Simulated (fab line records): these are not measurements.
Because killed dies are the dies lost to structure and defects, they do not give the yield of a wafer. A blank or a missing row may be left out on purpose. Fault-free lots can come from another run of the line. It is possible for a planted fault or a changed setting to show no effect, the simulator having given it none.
Which tool is to blame? ; flow sky130 ; 39 wafers from 13 lots sampled at 3 of the route's 708 steps

## WHAT THE GAUGES READ, wafer by wafer
SKY_LDD_LDN_OVL_MEAS_07.
lot;measured;on;LDD_LDN_OVL (nm)
L211;day 22 23:40;overlay-02;-0.4 1.3 1.2
L212;day 23 18:36;overlay-02;2.4 0.8 1.2
L213;day 24 11:09;overlay-02;2.8 3.4 3.8
L216;day 25 01:57;overlay-02;2.6 2.3 3.9
L217;day 25 11:03;overlay-02;0.9 -0.7 -0.5
L220;day 26 13:33;overlay-02;0.2 -0.6 0.0
L221;day 27 02:30;overlay-02;0.7 1.5 0.6
L222;day 28 08:30;overlay-01;4.3 4.1 2.0
L223;day 28 08:47;overlay-01;- - -
L232;day 30 05:18;overlay-02;1.5 -0.1 0.6
L231;day 30 06:42;overlay-01;0.9 -0.4 -0.2
L233;day 30 15:36;overlay-01;0.1 0.9 -1.6
L234;day 30 23:31;overlay-01;1.0 0.0 -2.8

SKY_LDD_LDN_TW_MEAS_13.
lot;measured;on;LDD_LDN_TW
L211;day 23 00:24;film metro-02;1465 1460 1472
L212;day 23 19:20;film metro-01;1456 1461 1462
L213;day 24 11:53;film metro-03;1468 1467 1478
L216;day 25 02:41;film metro-01;1460 1466 1465
L217;day 25 12:05;film metro-02;1463 1473 1469
L220;day 26 14:17;film metro-02;1463 1472 1479
L221;day 27 03:14;film metro-03;1464 1464 1464
L222;day 28 09:15;film metro-02;1468 1466 1460
L223;day 28 09:32;film metro-03;30 30 30
L232;day 30 06:02;film metro-03;1481 1477 1480
L231;day 30 07:26;film metro-03;1481 1484 1473
L233;day 30 16:20;film metro-01;1446 1454 1455
L234;day 31 00:16;film metro-03;1461 1468 1459

## WHICH TOOL RAN EACH LOT (tool, then ch and the chambers of the sampled wafers, then the start)
lot;SKY_LDD_LDN_EXPOSE_04
L211;iline stepper-02 ch 0, day 22 08:26
L212;iline stepper-02 ch 0, day 23 04:33
L213;iline stepper-02 ch 0, day 23 19:31
L216;iline stepper-01 ch 0, day 24 12:23
L217;iline stepper-02 ch 0, day 24 21:29
L220;iline stepper-02 ch 0, day 25 23:25
L221;iline stepper-01 ch 0, day 26 11:43
L222;iline stepper-01 ch 0, day 27 18:02
L223;iline stepper-02 ch 0, day 27 18:14
L232;iline stepper-02 ch 0, day 29 15:27
L231;iline stepper-02 ch 0, day 29 16:57
L233;iline stepper-02 ch 0, day 30 01:25
L234;iline stepper-02 ch 0, day 30 09:31
- SKY_LDD_LDN_EXPOSE_04: exposes mask LDNTM, target cd 700 nm.

## WHAT THE TOOLS THEMSELVES READ (means of the sampled wafers that have a number; where no wafer has one, the mark that the record gives instead)
SKY_LDD_LDN_EXPOSE_04.
lot;tool;focus offset nm (nm)
L211;iline stepper-02;0.5
L212;iline stepper-02;0.2
L213;iline stepper-02;-0.2
L216;iline stepper-01;-0.2
L217;iline stepper-02;0.4
L220;iline stepper-02;-0.7
L221;iline stepper-01;0.2
L222;iline stepper-01;-0.5
L223;iline stepper-02;-0.4
L232;iline stepper-02;0.6
L231;iline stepper-02;0.4
L233;iline stepper-02;-0.3
L234;iline stepper-02;0.5

## THE ANSWER, worked out from the rows above alone
Rule: what is usual is taken from the lots themselves. The widest of any qualifying gaps counts: lots, ordered by their means at a reading, are off when they make up no more than a third of the lots, leave a main group of 4 or more, and stand apart from it by 3 or more times the standard deviation of that group's means. The tables above print the reading to a certain number of digits; a main group whose means all agree to those digits is not used. A lot without any number at a reading at which 4 lots or more have one is off too. Any other lot the step has rows for is counted as sound. The gauges are gone through in route order, then the tools' own readings, and for those a lot's mean is taken as printed above. The first step at which some lot is off is used, and at that step the reading that is off furthest; a lot without a number counts as furthest.
Off: at SKY_LDD_LDN_OVL_MEAS_07 (LDD_LDN_OVL), L223. Without a number there: L223. Mean 1.0 nm and standard deviation 1.4 in the main group.
If a tool, at a process step before that reading, ran all the lots that are off and no sound lot after the first of them, it fits. The gauges at SKY_LDD_LDN_OVL_MEAS_07 aren't tried: what is off there is off at SKY_LDD_LDN_TW_MEAS_13 too, on other tools, and a gauge's error can't cause that. Not one of the candidates tried fits.

## WHAT WAS PUT IN BY THE SIMULATOR
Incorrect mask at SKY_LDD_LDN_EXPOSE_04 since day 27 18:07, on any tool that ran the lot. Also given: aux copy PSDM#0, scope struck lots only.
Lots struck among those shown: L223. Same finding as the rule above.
